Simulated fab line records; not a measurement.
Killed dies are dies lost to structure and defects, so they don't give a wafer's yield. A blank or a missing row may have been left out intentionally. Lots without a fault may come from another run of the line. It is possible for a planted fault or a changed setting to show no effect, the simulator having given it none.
Which tool did it? ; flow gf180mcu ; 21 wafers from 7 lots sampled at 2 of the route's 602 steps

WHAT EACH GAUGE READ, for each wafer
GF_V2_CD_MEAS_14: the cd target is 260 nm.
lot;measured;on;cdNm (nm)
L966;day 20 21:05;cdSem-01;259.6 258.2 257.9
L968;day 21 21:31;cdSem-01;258.3 259.6 259.4
L970;day 22 06:45;cdSem-01;260.3 261.1 260.3
L972;day 22 18:10;cdSem-02;260.6 260.6 258.9
L974;day 23 14:16;cdSem-02;259.2 259.8 258.6
L983;day 26 16:29;cdSem-01;258.7 257.5 258.8
L988;day 27 23:18;cdSem-02;258.2 257.9 258.5

WHICH TOOL RAN EACH LOT (tool, then ch and the chambers of the sampled wafers, then the start)
lot;GF_STI_CMP_25
L966;cmp-01 ch 0,1,2, day 2 12:57
L968;cmp-01 ch 1,2, day 3 04:03
L970;cmp-01 ch 2,3, day 3 06:35
L972;cmp-02 ch 0,2,3, day 3 15:45
L974;cmp-01 ch 1,2,3, day 4 01:59
L983;cmp-02 ch 2,3, day 6 01:59
L988;cmp-01 ch 2,3, day 7 04:08
- GF_STI_CMP_25: polishes, stops on Si3N4, t overpolish 33 s, target thk 524.6 nm.

THE ANSWER, worked out from the rows above alone
Rule: the lots themselves supply what counts as usual. The widest of any qualifying gaps counts: lots, ordered by their means at a reading, are off when they make up no more than a third of the lots, leave a main group of 4 or more, and stand apart from it by 3 or more times the standard deviation of that group's means. If all means in a main group match to the digits the tables above print for the reading, that group is not used. Also off: a lot with no number at a reading for which 4 or more lots have one. Where the step has rows for the other lots, those lots are counted as sound.
Nothing can be told from this: no lot is off at any reading shown.

WHAT THE SIMULATOR HAD INSERTED
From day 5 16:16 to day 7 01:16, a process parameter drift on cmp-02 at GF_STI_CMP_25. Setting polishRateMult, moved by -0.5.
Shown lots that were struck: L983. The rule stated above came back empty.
